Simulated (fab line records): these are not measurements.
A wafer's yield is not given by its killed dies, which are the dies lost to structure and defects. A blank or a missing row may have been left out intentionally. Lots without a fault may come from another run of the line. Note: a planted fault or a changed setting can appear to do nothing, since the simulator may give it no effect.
fab line records | flow gf180mcu | part 2 of 2: steps 25 to 34 of 34
record lots=5 | wafers=15 | last-day=33
route steps=602 shown CONTACT@295 M1@315
lots that met no fault: taken from a fault-free run of the same line
start-h: the number of hours between the record's first day and the start of the first shown wafer of the lot | wait-h: how many hours have passed since the lot's step before this one | " same as the row above | L1.1+2: a single row standing in for several wafers | - no value, or no start given | * or withheld: withheld | < > ~ a bound
route shown NAME@n: names a module that has steps shown in the file, with the first one's number in the route | usual: mean/standard deviation of fault-free wafers | same: alike in all rows | chamber/n: place in a boat | sites: per-site readings | _std_site: standard deviation of those values | _edge_site: mean of outer sites minus mean of inner sites | radius-mm: for every site, how far away it sits from the centre of the wafer | mask NAME#n: copy n | behind: tool/chamber where the wafer was last shaped | hold: reason for holding the lot/hours on hold/outcome of the hold | device: which transistor (n, p or np) failed to switch | end of line: the tests these same wafers got at the end of their route | step lacking rows: just its recipe | killed: count of dies lost to structure and defects at first sort (not the wafer's yield) | map: the dies of a wafer, with x for killed, . for not killed, _ for no die there
set.NAME: the run value of the setting; set.NAME@STEP: its run value at that earlier step | model.NAME: the simulator's own value behind a step, which no gauge read
a table for each step, a row for each wafer; lots at some steps of the route
services: from which hour (start-h, from the record's first day; less than 0 if before it) a tool's chamber was out of use, for how many hours, and why
## steps
# step GF_M1_SPUTTER_04
# recipe material=TiN | target-thk-nm=50 | power-w=6500 | time-s=41.7 | chamber-pressure-pa=0.4
# usual chamber-pressure-pa=0.4000/0.00072 | throttle-valve-pct=29.9/0.87
lot.wafer | tool           | chamber | start-h | wait-h | chamber-pressure-pa | throttle-valve-pct
L075.4    | pvd-sputter-02 | -       | 380.14  | 0.0    | 0.3991              | 29.7
L075.5    | "              | -       | "       | "      | 0.4002              | 29.9
L075.6    | "              | -       | "       | "      | 0.4006              | 28.8
L085.1    | pvd-sputter-01 | -       | 474.67  | 0.0    | 0.4001              | 29.7
L085.3    | "              | -       | "       | "      | 0.3999              | 30.5
L085.4    | "              | -       | "       | "      | 0.3989              | 30.9
L086.2    | pvd-sputter-01 | -       | 482.37  | 0.0    | 0.3997              | 30.8
L086.4    | "              | -       | "       | "      | 0.3985              | 30.8
L086.6    | "              | -       | "       | "      | 0.4015              | 30.6
L088.2    | pvd-sputter-03 | -       | 499.41  | 0.0    | 0.4016              | 29.3
L088.4    | "              | -       | "       | "      | 0.3993              | 31.2
L088.5    | "              | -       | "       | "      | 0.3993              | 31.0
L091.1    | pvd-sputter-01 | -       | 522.22  | 0.0    | 0.4011              | 31.0
L091.2    | "              | -       | "       | "      | 0.4001              | 30.5
L091.5    | "              | -       | "       | "      | 0.4001              | 30.6
# step GF_M1_RS_MEAS_05
# recipe thk-meas-gauge=four-point-probe | reads=TiN_of_M1_SPUTTER_04+Ti_of_M1_SPUTTER_03+AlCu_of_M1_SPUTTER_02+TiN_of_M1_SPUTTER_01+Ti_of_M1_SPUTTER_00
# usual M1_ALCU_RS=0.0695/0.00091
lot.wafer | tool          | chamber | start-h | wait-h | M1_ALCU_RS[ohm/sq]
L075.4    | film-metro-03 | -       | 380.22  | 0.1    | 0.0700
L075.5    | "             | -       | "       | "      | 0.0697
L075.6    | "             | -       | "       | "      | 0.0699
L085.1    | film-metro-04 | -       | 474.71  | 0.0    | 0.0701
L085.3    | "             | -       | "       | "      | 0.0714
L085.4    | "             | -       | "       | "      | 0.0708
L086.2    | film-metro-04 | -       | 482.43  | 0.0    | 0.0712
L086.4    | "             | -       | "       | "      | 0.0713
L086.6    | "             | -       | "       | "      | 0.0690
L088.2    | film-metro-01 | -       | 499.47  | 0.0    | 0.0684
L088.4    | "             | -       | "       | "      | 0.0695
L088.5    | "             | -       | "       | "      | 0.0690
L091.1    | film-metro-01 | -       | 522.26  | 0.0    | 0.0679
L091.2    | "             | -       | "       | "      | 0.0669
L091.5    | "             | -       | "       | "      | 0.0669
# step GF_M1_THK_MEAS_06
# recipe thk-meas-gauge=xrf | reads=AlCu_of_M1_SPUTTER_02
# usual M1_ALCU_THK=458/6
lot.wafer | tool          | chamber | start-h | wait-h | M1_ALCU_THK[nm]
L075.4    | film-metro-03 | -       | 380.31  | 0.1    | 455
L075.5    | "             | -       | "       | "      | 454
L075.6    | "             | -       | "       | "      | 454
L085.1    | film-metro-04 | -       | 474.83  | 0.1    | 453
L085.3    | "             | -       | "       | "      | 446
L085.4    | "             | -       | "       | "      | 449
L086.2    | film-metro-04 | -       | 482.54  | 0.1    | 449
L086.4    | "             | -       | "       | "      | 446
L086.6    | "             | -       | "       | "      | 462
L088.2    | film-metro-01 | -       | 499.58  | 0.1    | 460
L088.4    | "             | -       | "       | "      | 455
L088.5    | "             | -       | "       | "      | 458
L091.1    | film-metro-01 | -       | 522.38  | 0.1    | 461
L091.2    | "             | -       | "       | "      | 473
L091.5    | "             | -       | "       | "      | 474
# step GF_M1_DEHYDRATE_07
# recipe temp-c=200 | time-s=60
# usual chill-plate-temp-C=23.00/0.097
lot.wafer | tool           | chamber | start-h | wait-h | chill-plate-temp-C
L075.4    | litho-track-04 | 0       | 391.26  | 10.9   | 22.92
L075.5    | "              | 0       | "       | "      | 23.00
L075.6    | "              | 0       | "       | "      | 23.04
L085.1    | litho-track-01 | 0       | 486.54  | 11.7   | 23.10
L085.3    | "              | 0       | "       | "      | 22.99
L085.4    | "              | 0       | "       | "      | 23.07
L086.2    | litho-track-01 | 0       | 493.66  | 11.1   | 22.91
L086.4    | "              | 0       | "       | "      | 23.07
L086.6    | "              | 0       | "       | "      | 22.87
L088.2    | litho-track-02 | 0       | 510.84  | 11.3   | 22.96
L088.4    | "              | 0       | "       | "      | 23.12
L088.5    | "              | 0       | "       | "      | 23.11
L091.1    | litho-track-01 | 0       | 533.79  | 11.4   | 23.00
L091.2    | "              | 0       | "       | "      | 22.88
L091.5    | "              | 0       | "       | "      | 22.87
# step GF_M1_HMDS_08
# recipe prime-time-s=60 | prime-temp-c=120
# usual chill-plate-temp-C=23.00/0.1
# same prime-time-s=60
lot.wafer | tool           | chamber | start-h | wait-h | chill-plate-temp-C
L075.4    | litho-track-04 | 0       | 391.41  | 0.1    | 23.08
L075.5    | "              | 0       | "       | "      | 23.09
L075.6    | "              | 0       | "       | "      | 23.07
L085.1    | litho-track-01 | 0       | 486.69  | 0.1    | 23.05
L085.3    | "              | 0       | "       | "      | 23.10
L085.4    | "              | 0       | "       | "      | 23.01
L086.2    | litho-track-01 | 0       | 493.81  | 0.1    | 23.00
L086.4    | "              | 0       | "       | "      | 22.85
L086.6    | "              | 0       | "       | "      | 22.91
L088.2    | litho-track-02 | 0       | 510.99  | 0.1    | 23.02
L088.4    | "              | 0       | "       | "      | 22.85
L088.5    | "              | 0       | "       | "      | 23.04
L091.1    | litho-track-01 | 0       | 533.94  | 0.1    | 23.01
L091.2    | "              | 0       | "       | "      | 23.01
L091.5    | "              | 0       | "       | "      | 23.03
# step GF_M1_COAT_09
# recipe resist=KrF | spin-rpm=withheld | resist-thk-nm=1000
# usual chill-plate-temp-C=23.02/0.1 | dispense-pressure-kPa=49.5/2.1
lot.wafer | tool           | chamber | start-h | wait-h | chill-plate-temp-C | dispense-pressure-kPa
L075.4    | litho-track-04 | 0       | 391.56  | 0.1    | 22.92              | 47.2
L075.5    | "              | 0       | "       | "      | 23.20              | 47.2
L075.6    | "              | 0       | "       | "      | 23.17              | 47.2
L085.1    | litho-track-01 | 0       | 486.84  | 0.1    | 22.97              | 51.7
L085.3    | "              | 0       | "       | "      | 22.93              | 51.8
L085.4    | "              | 0       | "       | "      | 23.10              | 51.8
L086.2    | litho-track-01 | 0       | 493.96  | 0.1    | 22.93              | 51.8
L086.4    | "              | 0       | "       | "      | 23.13              | 51.7
L086.6    | "              | 0       | "       | "      | 23.01              | 51.8
L088.2    | litho-track-02 | 0       | 511.14  | 0.1    | 23.13              | 48.2
L088.4    | "              | 0       | "       | "      | 22.90              | 48.2
L088.5    | "              | 0       | "       | "      | 22.98              | 48.2
L091.1    | litho-track-01 | 0       | 534.09  | 0.1    | 22.92              | 51.8
L091.2    | "              | 0       | "       | "      | 22.80              | 51.8
L091.5    | "              | 0       | "       | "      | 23.06              | 51.8
# step GF_M1_SOFTBAKE_10
# recipe temp-c=130 | time-s=60 | resist=KrF
# usual chill-plate-temp-C=23.01/0.11
lot.wafer | tool           | chamber | start-h | wait-h | chill-plate-temp-C
L075.4    | litho-track-04 | 0       | 391.71  | 0.1    | 22.84
L075.5    | "              | 0       | "       | "      | 22.83
L075.6    | "              | 0       | "       | "      | 22.99
L085.1    | litho-track-01 | 0       | 486.99  | 0.1    | 23.00
L085.3    | "              | 0       | "       | "      | 23.05
L085.4    | "              | 0       | "       | "      | 23.05
L086.2    | litho-track-01 | 0       | 494.11  | 0.1    | 22.86
L086.4    | "              | 0       | "       | "      | 22.84
L086.6    | "              | 0       | "       | "      | 23.04
L088.2    | litho-track-02 | 0       | 511.29  | 0.1    | 22.96
L088.4    | "              | 0       | "       | "      | 22.94
L088.5    | "              | 0       | "       | "      | 22.99
L091.1    | litho-track-01 | 0       | 534.24  | 0.1    | 22.89
L091.2    | "              | 0       | "       | "      | 23.08
L091.5    | "              | 0       | "       | "      | 23.01
# step GF_M1_EXPOSE_11
# recipe mask-id=Metal1 | target-cd-nm=230 | na=0.68 | source-shape=conventional | sigma-outer=0.6 | dose-mj=28
# same sigma-outer=0.6
lot.wafer  | tool           | chamber | start-h | wait-h | mask
L075.4+5+6 | krf-scanner-01 | 0       | -       | -      | Metal1#0
L085.1+3+4 | krf-scanner-01 | 0       | -       | -      | Metal1#0
L086.2+4+6 | krf-scanner-01 | 0       | -       | -      | Metal1#0
L088.2+4+5 | krf-scanner-02 | 0       | -       | -      | Metal1#0
L091.1+2+5 | krf-scanner-02 | 0       | -       | -      | Metal1#0
# step GF_M1_PEB_12
# recipe peb-temp-c=135 | peb-time-s=90 | resist=KrF
# usual chill-plate-temp-C=23.01/0.084
lot.wafer | tool           | chamber | start-h | wait-h | chill-plate-temp-C
L075.4    | litho-track-02 | 0       | -       | -      | 23.05
L075.5    | "              | 0       | "       | "      | 23.09
L075.6    | "              | 0       | "       | "      | 22.99
L085.1    | litho-track-02 | 0       | -       | -      | 23.12
L085.3    | "              | 0       | "       | "      | 23.13
L085.4    | "              | 0       | "       | "      | 23.05
L086.2    | litho-track-02 | 0       | -       | -      | 23.04
L086.4    | "              | 0       | "       | "      | 22.97
L086.6    | "              | 0       | "       | "      | 23.14
L088.2    | litho-track-01 | 0       | -       | -      | 22.99
L088.4    | "              | 0       | "       | "      | 22.99
L088.5    | "              | 0       | "       | "      | 22.85
L091.1    | litho-track-01 | 0       | -       | -      | 23.11
L091.2    | "              | 0       | "       | "      | 22.89
L091.5    | "              | 0       | "       | "      | 22.95
# step GF_M1_DEVELOP_13
# recipe develop-time-s=60 | dev-temp-c=21
# usual chill-plate-temp-C=22.98/0.11
lot.wafer | tool           | chamber | start-h | wait-h | chill-plate-temp-C
L075.4    | litho-track-02 | 0       | 403.90  | 0.1    | 23.18
L075.5    | "              | 0       | "       | "      | 23.07
L075.6    | "              | 0       | "       | "      | 23.01
L085.1    | litho-track-02 | 0       | 499.02  | 0.2    | 22.94
L085.3    | "              | 0       | "       | "      | 23.00
L085.4    | "              | 0       | "       | "      | 22.91
L086.2    | litho-track-02 | 0       | 505.84  | 0.2    | 23.08
L086.4    | "              | 0       | "       | "      | 22.90
L086.6    | "              | 0       | "       | "      | 22.89
L088.2    | litho-track-01 | 0       | 523.16  | 0.2    | 23.03
L088.4    | "              | 0       | "       | "      | 23.10
L088.5    | "              | 0       | "       | "      | 23.07
L091.1    | litho-track-01 | 0       | 545.14  | 0.2    | 22.99
L091.2    | "              | 0       | "       | "      | 22.89
L091.5    | "              | 0       | "       | "      | 23.04
## services
tool           | chamber | start-h | hours | kind
krf-scanner-01 | -       | 351.90  | 0.8   | pm
rie-diel-04    | 2       | 365.71  | 9.1   | repair
krf-scanner-02 | -       | 365.80  | 36.0  | pm
krf-scanner-01 | -       | 382.09  | 0.4   | repair
rie-diel-04    | 0       | 390.27  | 4.6   | repair
rie-diel-04    | 0       | 398.13  | 1.2   | repair
rie-diel-04    | 0       | 401.36  | 15.9  | repair
krf-scanner-02 | -       | 401.80  | 1.3   | pm
krf-scanner-02 | -       | 403.10  | 0.8   | pm
krf-scanner-01 | -       | 407.34  | 6.5   | repair
krf-scanner-01 | -       | 413.84  | 1.0   | pm
pvd-sputter-03 | -       | 418.68  | 2.6   | repair
krf-scanner-02 | -       | 421.83  | 0.4   | repair
krf-scanner-01 | -       | 422.36  | 1.3   | pm
krf-scanner-02 | -       | 445.20  | 0.8   | repair
krf-scanner-01 | -       | 446.15  | 0.9   | repair
rie-diel-04    | 3       | 448.51  | 7.9   | repair
krf-scanner-02 | -       | 480.61  | 4.4   | pm
rie-diel-04    | 3       | 480.88  | 2.4   | repair
rie-diel-03    | 0       | 484.38  | 14.3  | repair
krf-scanner-02 | -       | 488.32  | 1.0   | pm
krf-scanner-01 | -       | 507.72  | 4.4   | pm
rie-diel-04    | 0       | 509.30  | 5.2   | repair
krf-scanner-01 | -       | 520.70  | 0.8   | pm
